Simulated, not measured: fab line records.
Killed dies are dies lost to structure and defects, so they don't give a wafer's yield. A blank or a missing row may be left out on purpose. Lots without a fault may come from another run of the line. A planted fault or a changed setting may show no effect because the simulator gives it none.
Which tool was responsible? | flow sky130 | 12 lots with 36 wafers sampled at 3 steps, on a route of 708 steps

WHAT THE GAUGES SHOWED, per wafer
SKY_METAL5_RS_MEAS_05: measurement is done with a four-point probe. Usual: METAL5_ALCU_RS 0.0270 ohm/sq, standard deviation 0.00039.
lot  | measured     | on            | METAL5_ALCU_RS (ohm/sq) | flag
L144 | day 42 20:10 | film metro-02 | 0.0274 0.0274 0.0274    |
L147 | day 43 07:23 | film metro-03 | 0.0277 0.0273 0.0282    |
L145 | day 43 08:06 | film metro-01 | 0.0267 0.0268 0.0273    |
L146 | day 43 13:47 | film metro-03 | 0.0272 0.0270 0.0264    |
L149 | day 44 04:04 | film metro-02 | 0.0269 0.0276 0.0267    |
L150 | day 44 11:02 | film metro-02 | 0.0270 0.0270 0.0276    |
L151 | day 44 21:46 | film metro-01 | 0.0272 0.0268 0.0267    |
L157 | day 46 13:08 | film metro-01 | 0.0275 0.0265 0.0269    |
L161 | day 47 06:04 | film metro-03 | 0.0272 0.0276 0.0269    |
L165 | day 48 06:57 | film metro-01 | 0.0272 0.0270 0.0279    |
L166 | day 48 11:16 | film metro-02 | 0.0265 0.0269 0.0267    |
L167 | day 48 20:08 | film metro-03 | 0.0269 0.0264 0.0269    |

WHICH TOOL RAN EACH LOT (tool, then ch and the chambers of the sampled wafers, then the start)
lot  | SKY_VIA4_STRIP_13                    | SKY_METAL5_SPUTTER_04
L144 | plasma asher-03 ch 0,1, day 42 18:39 | pvd sputter-02, day 42 20:06
L147 | plasma asher-01 ch 0,1, day 43 05:47 | pvd sputter-03, day 43 07:20
L145 | plasma asher-03 ch 0,1, day 43 06:30 | pvd sputter-04, day 43 08:03
L146 | plasma asher-04 ch 0,1, day 43 12:00 | pvd sputter-03, day 43 13:43
L149 | plasma asher-01 ch 0,1, day 44 02:37 | pvd sputter-03, day 44 04:01
L150 | plasma asher-04 ch 0,1, day 44 09:35 | pvd sputter-03, day 44 10:59
L151 | plasma asher-01 ch 0,1, day 44 20:15 | pvd sputter-03, day 44 21:41
L157 | plasma asher-03 ch 0,1, day 46 11:32 | pvd sputter-04, day 46 13:05
L161 | plasma asher-03 ch 0,1, day 47 04:23 | pvd sputter-03, day 47 05:59
L165 | plasma asher-03 ch 0,1, day 48 05:29 | pvd sputter-03, day 48 06:52
L166 | plasma asher-04 ch 0,1, day 48 09:46 | pvd sputter-02, day 48 11:10
L167 | plasma asher-03 ch 0,1, day 48 18:15 | pvd sputter-04, day 48 20:04
- SKY_VIA4_STRIP_13: strips in O2/N2.
- SKY_METAL5_SPUTTER_04: material TiN, target thk 70 nm, time 58.3 s.

AS READ BY THE TOOLS THEMSELVES (means over the sampled wafers that have a number; for cases with no such wafer, the mark the record gives instead)
SKY_VIA4_STRIP_13. Usual: drypump motor current A 5.6 A, standard deviation 0.49; oes product au 0.709 a.u., standard deviation 0.0044; strip time to endpoint s 12.81 s, standard deviation 0.031.
lot  | tool            | drypump motor current A (A) | oes product au (a.u.) | strip time to endpoint s (s) | flag
L144 | plasma asher-03 | 5.5                         | 0.711                 | 12.82                        |
L147 | plasma asher-01 | 5.8                         | 0.710                 | 12.82                        |
L145 | plasma asher-03 | 5.6                         | 0.707                 | 12.79                        |
L146 | plasma asher-04 | 5.9                         | 0.711                 | 12.83                        |
L149 | plasma asher-01 | 5.7                         | 0.708                 | 12.79                        |
L150 | plasma asher-04 | 6.0                         | 0.708                 | 12.82                        |
L151 | plasma asher-01 | 5.3                         | 0.708                 | 12.81                        |
L157 | plasma asher-03 | 5.5                         | 0.711                 | 12.83                        |
L161 | plasma asher-03 | 5.7                         | 0.710                 | 12.80                        |
L165 | plasma asher-03 | 5.7                         | 0.709                 | 12.84                        |
L166 | plasma asher-04 | 6.0                         | 0.704                 | 12.80                        |
L167 | plasma asher-03 | 5.6                         | 0.713                 | 12.80                        |

SKY_METAL5_SPUTTER_04. Usual: 29.5 % for throttle valve pct, sd 0.9.
lot  | tool           | throttle valve pct (%) | flag
L144 | pvd sputter-02 | 30.6                   |
L147 | pvd sputter-03 | 28.8                   |
L145 | pvd sputter-04 | 29.5                   |
L146 | pvd sputter-03 | 28.6                   |
L149 | pvd sputter-03 | 28.7                   |
L150 | pvd sputter-03 | 28.7                   |
L151 | pvd sputter-03 | 28.7                   |
L157 | pvd sputter-04 | 29.6                   |
L161 | pvd sputter-03 | 28.9                   |
L165 | pvd sputter-03 | 28.9                   |
L166 | pvd sputter-02 | 30.8                   |
L167 | pvd sputter-04 | 29.3                   |

THE ANSWER, worked out from the rows above alone
Rule: take the mean of a lot's wafers that have a number; if it is more than 3 standard deviations from the usual mean, the lot is off. Also off: a lot with no number at a reading for which 4 or more lots have one. The other lots that the step has rows for count as sound. After the gauges, taken in route order, come the tools' own readings; for these a lot's mean is taken, as printed above. At the first step where some lot is off, the reading lying furthest off is the one used; lots without a number count as furthest.
Nothing can be told from this: no lot is off at any reading shown.

WHAT HAD BEEN PUT IN BY THE SIMULATOR
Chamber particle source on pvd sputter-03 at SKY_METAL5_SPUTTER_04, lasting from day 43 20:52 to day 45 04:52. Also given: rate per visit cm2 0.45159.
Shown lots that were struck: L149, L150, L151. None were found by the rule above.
